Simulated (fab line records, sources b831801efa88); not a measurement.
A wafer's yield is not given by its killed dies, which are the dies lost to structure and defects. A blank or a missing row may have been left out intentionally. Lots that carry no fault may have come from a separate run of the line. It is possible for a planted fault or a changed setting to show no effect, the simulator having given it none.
Which tool was responsible? || flow sky130 || 15 lots, 45 wafers sampled, at 4 steps of a route of 708

WHAT THE GAUGES READ, wafer by wafer
Not one reading of a measure or inspect step in the record can be checked against a usual standard deviation.

EACH LOT AND THE TOOL THAT RAN IT (in order: tool; ch and the chambers of the sampled wafers; start)
{"lot": "L320", "SKY_VT_ADJUST_LVTN_STRIP_09": "plasma asher-01 ch 0,1, day 7 13:48", "SKY_VT_ADJUST_HVTR_STRIP_10": "plasma asher-03 ch 0,1, day 10 07:05", "SKY_SONOS_TUNNEL_DEVELOP_06": "litho track-03 ch 0, day 12 04:43", "SKY_SONOS_ONO_ETCH_15": "rie diel-02 ch 1,2,3, day 13 09:52"}
{"lot": "L321", "SKY_VT_ADJUST_LVTN_STRIP_09": "plasma asher-01 ch 0,1, day 7 22:40", "SKY_VT_ADJUST_HVTR_STRIP_10": "plasma asher-03 ch 0,1, day 10 16:40", "SKY_SONOS_TUNNEL_DEVELOP_06": "litho track-02 ch 0, day 12 16:22", "SKY_SONOS_ONO_ETCH_15": "rie diel-04 ch 0,1,3, day 14 00:01"}
{"lot": "L323", "SKY_VT_ADJUST_LVTN_STRIP_09": "plasma asher-01 ch 0,1, day 8 07:33", "SKY_VT_ADJUST_HVTR_STRIP_10": "plasma asher-02 ch 0,1, day 11 02:35", "SKY_SONOS_TUNNEL_DEVELOP_06": "litho track-03 ch 0, day 13 03:49", "SKY_SONOS_ONO_ETCH_15": "rie diel-01 ch 1,2, day 14 10:01"}
{"lot": "L326", "SKY_VT_ADJUST_LVTN_STRIP_09": "plasma asher-02 ch 1, day 9 06:10", "SKY_VT_ADJUST_HVTR_STRIP_10": "plasma asher-02 ch 0, day 12 02:52", "SKY_SONOS_TUNNEL_DEVELOP_06": "litho track-03 ch 0, day 14 05:47", "SKY_SONOS_ONO_ETCH_15": "rie diel-01 ch 1,2,3, day 15 15:28"}
{"lot": "L327", "SKY_VT_ADJUST_LVTN_STRIP_09": "plasma asher-04 ch 0,1, day 9 09:07", "SKY_VT_ADJUST_HVTR_STRIP_10": "plasma asher-03 ch 0,1, day 12 05:50", "SKY_SONOS_TUNNEL_DEVELOP_06": "litho track-03 ch 0, day 14 09:04", "SKY_SONOS_ONO_ETCH_15": "rie diel-02 ch 1,2,3, day 15 18:26"}
{"lot": "L328", "SKY_VT_ADJUST_LVTN_STRIP_09": "plasma asher-02 ch 1, day 9 15:57", "SKY_VT_ADJUST_HVTR_STRIP_10": "plasma asher-02 ch 0,1, day 12 14:28", "SKY_SONOS_TUNNEL_DEVELOP_06": "litho track-02 ch 0, day 14 17:43", "SKY_SONOS_ONO_ETCH_15": "rie diel-04 ch 2,3, day 16 02:34"}
{"lot": "L329", "SKY_VT_ADJUST_LVTN_STRIP_09": "plasma asher-02 ch 0,1, day 10 04:36", "SKY_VT_ADJUST_HVTR_STRIP_10": "plasma asher-04 ch 0,1, day 13 03:58", "SKY_SONOS_TUNNEL_DEVELOP_06": "litho track-04 ch 0, day 15 08:47", "SKY_SONOS_ONO_ETCH_15": "rie diel-01 ch 1,2, day 16 18:52"}
{"lot": "L330", "SKY_VT_ADJUST_LVTN_STRIP_09": "plasma asher-02 ch 0, day 10 11:18", "SKY_VT_ADJUST_HVTR_STRIP_10": "plasma asher-04 ch 0,1, day 13 11:47", "SKY_SONOS_TUNNEL_DEVELOP_06": "litho track-03 ch 0, day 15 16:04", "SKY_SONOS_ONO_ETCH_15": "rie diel-01 ch 1,2,3, day 17 03:13"}
{"lot": "L332", "SKY_VT_ADJUST_LVTN_STRIP_09": "plasma asher-04 ch 0,1, day 10 19:05", "SKY_VT_ADJUST_HVTR_STRIP_10": "plasma asher-02 ch 0,1, day 13 20:43", "SKY_SONOS_TUNNEL_DEVELOP_06": "litho track-04, day 16 01:56", "SKY_SONOS_ONO_ETCH_15": "-"}
{"lot": "L333", "SKY_VT_ADJUST_LVTN_STRIP_09": "plasma asher-01 ch 0,1, day 10 23:57", "SKY_VT_ADJUST_HVTR_STRIP_10": "plasma asher-02 ch 0,1, day 14 02:14", "SKY_SONOS_TUNNEL_DEVELOP_06": "litho track-02, day 16 07:32", "SKY_SONOS_ONO_ETCH_15": "-"}
{"lot": "L334", "SKY_VT_ADJUST_LVTN_STRIP_09": "plasma asher-04 ch 0,1, day 11 05:56", "SKY_VT_ADJUST_HVTR_STRIP_10": "plasma asher-03 ch 0,1, day 14 08:58", "SKY_SONOS_TUNNEL_DEVELOP_06": "litho track-03, day 16 15:46", "SKY_SONOS_ONO_ETCH_15": "-"}
{"lot": "L338", "SKY_VT_ADJUST_LVTN_STRIP_09": "plasma asher-01 ch 0,1, day 12 13:29", "SKY_VT_ADJUST_HVTR_STRIP_10": "plasma asher-03 ch 0,1, day 15 19:23", "SKY_SONOS_TUNNEL_DEVELOP_06": "litho track-02 ch 0, day 18 04:22", "SKY_SONOS_ONO_ETCH_15": "rie diel-04 ch 1,2,3, day 19 15:37"}
{"lot": "L339", "SKY_VT_ADJUST_LVTN_STRIP_09": "plasma asher-01 ch 0,1, day 12 18:10", "SKY_VT_ADJUST_HVTR_STRIP_10": "plasma asher-02 ch 0,1, day 16 01:28", "SKY_SONOS_TUNNEL_DEVELOP_06": "litho track-03 ch 0, day 18 11:17", "SKY_SONOS_ONO_ETCH_15": "rie diel-02 ch 0,1,3, day 20 00:01"}
{"lot": "L340", "SKY_VT_ADJUST_LVTN_STRIP_09": "plasma asher-02 ch 0,1, day 13 01:07", "SKY_VT_ADJUST_HVTR_STRIP_10": "plasma asher-03 ch 0,1, day 16 09:04", "SKY_SONOS_TUNNEL_DEVELOP_06": "litho track-02 ch 0, day 18 20:26", "SKY_SONOS_ONO_ETCH_15": "rie diel-02 ch 1,2,3, day 20 11:04"}
{"lot": "L341", "SKY_VT_ADJUST_LVTN_STRIP_09": "plasma asher-01 ch 0,1, day 13 03:25", "SKY_VT_ADJUST_HVTR_STRIP_10": "plasma asher-03 ch 0,1, day 16 12:20", "SKY_SONOS_TUNNEL_DEVELOP_06": "litho track-02 ch 0, day 18 23:46", "SKY_SONOS_ONO_ETCH_15": "rie diel-01 ch 2,3, day 20 15:46"}
- SKY_VT_ADJUST_LVTN_STRIP_09: strips in O2/N2.
- SKY_VT_ADJUST_HVTR_STRIP_10: strips in O2/N2.
- SKY_SONOS_TUNNEL_DEVELOP_06: develop time 60 s.
- SKY_SONOS_ONO_ETCH_15: etches the open film in CHF3/O2, target depth 19.52 nm, time 7.8 s.

AS READ BY THE TOOLS THEMSELVES (means over the sampled wafers that have a number; for cases with no such wafer, the mark the record gives instead)
SKY_VT_ADJUST_LVTN_STRIP_09.
{"lot": "L320", "tool": "plasma asher-01", "drypump motor current A (A)": 5.7, "oes product au (a.u.)": 0.722, "strip time to endpoint s (s)": 36.87}
{"lot": "L321", "tool": "plasma asher-01", "drypump motor current A (A)": 5.7, "oes product au (a.u.)": 0.720, "strip time to endpoint s (s)": 36.90}
{"lot": "L323", "tool": "plasma asher-01", "drypump motor current A (A)": 5.3, "oes product au (a.u.)": 0.722, "strip time to endpoint s (s)": 36.96}
{"lot": "L326", "tool": "plasma asher-02", "drypump motor current A (A)": 5.7, "oes product au (a.u.)": 0.724, "strip time to endpoint s (s)": 36.94}
{"lot": "L327", "tool": "plasma asher-04", "drypump motor current A (A)": 5.9, "oes product au (a.u.)": 0.722, "strip time to endpoint s (s)": 37.03}
{"lot": "L328", "tool": "plasma asher-02", "drypump motor current A (A)": 5.7, "oes product au (a.u.)": 0.724, "strip time to endpoint s (s)": 36.97}
{"lot": "L329", "tool": "plasma asher-02", "drypump motor current A (A)": 5.4, "oes product au (a.u.)": 0.720, "strip time to endpoint s (s)": 36.87}
{"lot": "L330", "tool": "plasma asher-02", "drypump motor current A (A)": 5.3, "oes product au (a.u.)": 0.725, "strip time to endpoint s (s)": 37.00}
{"lot": "L332", "tool": "plasma asher-04", "drypump motor current A (A)": 5.4, "oes product au (a.u.)": 0.717, "strip time to endpoint s (s)": 37.16}
{"lot": "L333", "tool": "plasma asher-01", "drypump motor current A (A)": 5.3, "oes product au (a.u.)": 0.719, "strip time to endpoint s (s)": 36.93}
{"lot": "L334", "tool": "plasma asher-04", "drypump motor current A (A)": 5.9, "oes product au (a.u.)": 0.720, "strip time to endpoint s (s)": 36.99}
{"lot": "L338", "tool": "plasma asher-01", "drypump motor current A (A)": 5.3, "oes product au (a.u.)": 0.721, "strip time to endpoint s (s)": 36.99}
{"lot": "L339", "tool": "plasma asher-01", "drypump motor current A (A)": 5.7, "oes product au (a.u.)": 0.721, "strip time to endpoint s (s)": 36.81}
{"lot": "L340", "tool": "plasma asher-02", "drypump motor current A (A)": 5.6, "oes product au (a.u.)": 0.723, "strip time to endpoint s (s)": 36.94}
{"lot": "L341", "tool": "plasma asher-01", "drypump motor current A (A)": 5.7, "oes product au (a.u.)": 0.724, "strip time to endpoint s (s)": 36.98}

SKY_VT_ADJUST_HVTR_STRIP_10.
{"lot": "L320", "tool": "plasma asher-03", "drypump motor current A (A)": 5.7, "oes product au (a.u.)": 0.716, "strip time to endpoint s (s)": 14.20}
{"lot": "L321", "tool": "plasma asher-03", "drypump motor current A (A)": 5.7, "oes product au (a.u.)": 0.717, "strip time to endpoint s (s)": 14.21}
{"lot": "L323", "tool": "plasma asher-02", "drypump motor current A (A)": 5.5, "oes product au (a.u.)": 0.717, "strip time to endpoint s (s)": 14.25}
{"lot": "L326", "tool": "plasma asher-02", "drypump motor current A (A)": 5.3, "oes product au (a.u.)": 0.711, "strip time to endpoint s (s)": 14.21}
{"lot": "L327", "tool": "plasma asher-03", "drypump motor current A (A)": 5.7, "oes product au (a.u.)": 0.710, "strip time to endpoint s (s)": 14.21}
{"lot": "L328", "tool": "plasma asher-02", "drypump motor current A (A)": 5.6, "oes product au (a.u.)": 0.717, "strip time to endpoint s (s)": 14.16}
{"lot": "L329", "tool": "plasma asher-04", "drypump motor current A (A)": 5.9, "oes product au (a.u.)": 0.713, "strip time to endpoint s (s)": 14.24}
{"lot": "L330", "tool": "plasma asher-04", "drypump motor current A (A)": 5.5, "oes product au (a.u.)": 0.714, "strip time to endpoint s (s)": 14.22}
{"lot": "L332", "tool": "plasma asher-02", "drypump motor current A (A)": 5.4, "oes product au (a.u.)": 0.711, "strip time to endpoint s (s)": 14.22}
{"lot": "L333", "tool": "plasma asher-02", "drypump motor current A (A)": 5.4, "oes product au (a.u.)": 0.716, "strip time to endpoint s (s)": 14.28}
{"lot": "L334", "tool": "plasma asher-03", "drypump motor current A (A)": 5.7, "oes product au (a.u.)": 0.712, "strip time to endpoint s (s)": 14.15}
{"lot": "L338", "tool": "plasma asher-03", "drypump motor current A (A)": 5.7, "oes product au (a.u.)": 0.721, "strip time to endpoint s (s)": 14.17}
{"lot": "L339", "tool": "plasma asher-02", "drypump motor current A (A)": 5.6, "oes product au (a.u.)": 0.710, "strip time to endpoint s (s)": 14.22}
{"lot": "L340", "tool": "plasma asher-03", "drypump motor current A (A)": 5.7, "oes product au (a.u.)": 0.716, "strip time to endpoint s (s)": 14.22}
{"lot": "L341", "tool": "plasma asher-03", "drypump motor current A (A)": 5.7, "oes product au (a.u.)": 0.718, "strip time to endpoint s (s)": 14.24}

SKY_SONOS_TUNNEL_DEVELOP_06.
{"lot": "L320", "tool": "litho track-03", "chill plate temp C (C)": 22.93}
{"lot": "L321", "tool": "litho track-02", "chill plate temp C (C)": 23.03}
{"lot": "L323", "tool": "litho track-03", "chill plate temp C (C)": 22.97}
{"lot": "L326", "tool": "litho track-03", "chill plate temp C (C)": 23.12}
{"lot": "L327", "tool": "litho track-03", "chill plate temp C (C)": 22.94}
{"lot": "L328", "tool": "litho track-02", "chill plate temp C (C)": 22.86}
{"lot": "L329", "tool": "litho track-04", "chill plate temp C (C)": 23.06}
{"lot": "L330", "tool": "litho track-03", "chill plate temp C (C)": 23.32}
{"lot": "L332", "tool": "litho track-04", "chill plate temp C (C)": "-"}
{"lot": "L333", "tool": "litho track-02", "chill plate temp C (C)": "-"}
{"lot": "L334", "tool": "litho track-03", "chill plate temp C (C)": "-"}
{"lot": "L338", "tool": "litho track-02", "chill plate temp C (C)": 23.10}
{"lot": "L339", "tool": "litho track-03", "chill plate temp C (C)": 23.03}
{"lot": "L340", "tool": "litho track-02", "chill plate temp C (C)": 23.01}
{"lot": "L341", "tool": "litho track-02", "chill plate temp C (C)": 22.88}

SKY_SONOS_ONO_ETCH_15.
{"lot": "L320", "tool": "rie diel-02", "drypump motor current A (A)": 5.6, "oes product au (a.u.)": 0.995, "throttle valve pct (%)": 8.821}
{"lot": "L321", "tool": "rie diel-04", "drypump motor current A (A)": 5.0, "oes product au (a.u.)": 0.985, "throttle valve pct (%)": 8.827}
{"lot": "L323", "tool": "rie diel-01", "drypump motor current A (A)": 5.8, "oes product au (a.u.)": 0.999, "throttle valve pct (%)": 8.825}
{"lot": "L326", "tool": "rie diel-01", "drypump motor current A (A)": 6.1, "oes product au (a.u.)": 1.004, "throttle valve pct (%)": 8.835}
{"lot": "L327", "tool": "rie diel-02", "drypump motor current A (A)": 5.6, "oes product au (a.u.)": 0.996, "throttle valve pct (%)": 8.829}
{"lot": "L328", "tool": "rie diel-04", "drypump motor current A (A)": 5.3, "oes product au (a.u.)": 1.001, "throttle valve pct (%)": 8.823}
{"lot": "L329", "tool": "rie diel-01", "drypump motor current A (A)": 5.8, "oes product au (a.u.)": 1.003, "throttle valve pct (%)": 8.826}
{"lot": "L330", "tool": "rie diel-01", "drypump motor current A (A)": 6.1, "oes product au (a.u.)": 1.001, "throttle valve pct (%)": 8.826}
{"lot": "L338", "tool": "rie diel-04", "drypump motor current A (A)": 5.2, "oes product au (a.u.)": 0.997, "throttle valve pct (%)": 8.823}
{"lot": "L339", "tool": "rie diel-02", "drypump motor current A (A)": 5.7, "oes product au (a.u.)": 1.015, "throttle valve pct (%)": 8.828}
{"lot": "L340", "tool": "rie diel-02", "drypump motor current A (A)": 5.6, "oes product au (a.u.)": 1.005, "throttle valve pct (%)": 8.817}
{"lot": "L341", "tool": "rie diel-01", "drypump motor current A (A)": 6.3, "oes product au (a.u.)": 1.006, "throttle valve pct (%)": 8.820}

THE ANSWER, worked out from the rows above alone
Rule: what is usual is taken from the lots themselves. Put in order of their means at a reading, lots are off if they are a third of the lots or fewer, leave a main group of 4 or more, and stand apart from it by a gap of 3 or more times the standard deviation of the main group's means; of several such gaps the widest counts. A main group is skipped when, at the precision printed for the reading in the tables above, its means are all equal. Also off: a lot with no number at a reading for which 4 or more lots have one. Any other lot the step has rows for is counted as sound. First the gauges in route order, then the tools' own readings, where a lot's mean is used as printed above. At the first step where some lot is off, the reading lying furthest off is the one used; lots without a number count as furthest.
Off: L332, L333, L334 (SKY_SONOS_TUNNEL_DEVELOP_06, chill plate temp C). Without a number there: L332, L333, L334. For the main group the mean is 23.02 C and the standard deviation 0.12.
If a tool, at that step or one of the process steps before it, ran each lot that is off and ran no sound lot following the first of them, it fits. Not one of the candidates tried fits.

WHAT WAS PUT IN BY THE SIMULATOR
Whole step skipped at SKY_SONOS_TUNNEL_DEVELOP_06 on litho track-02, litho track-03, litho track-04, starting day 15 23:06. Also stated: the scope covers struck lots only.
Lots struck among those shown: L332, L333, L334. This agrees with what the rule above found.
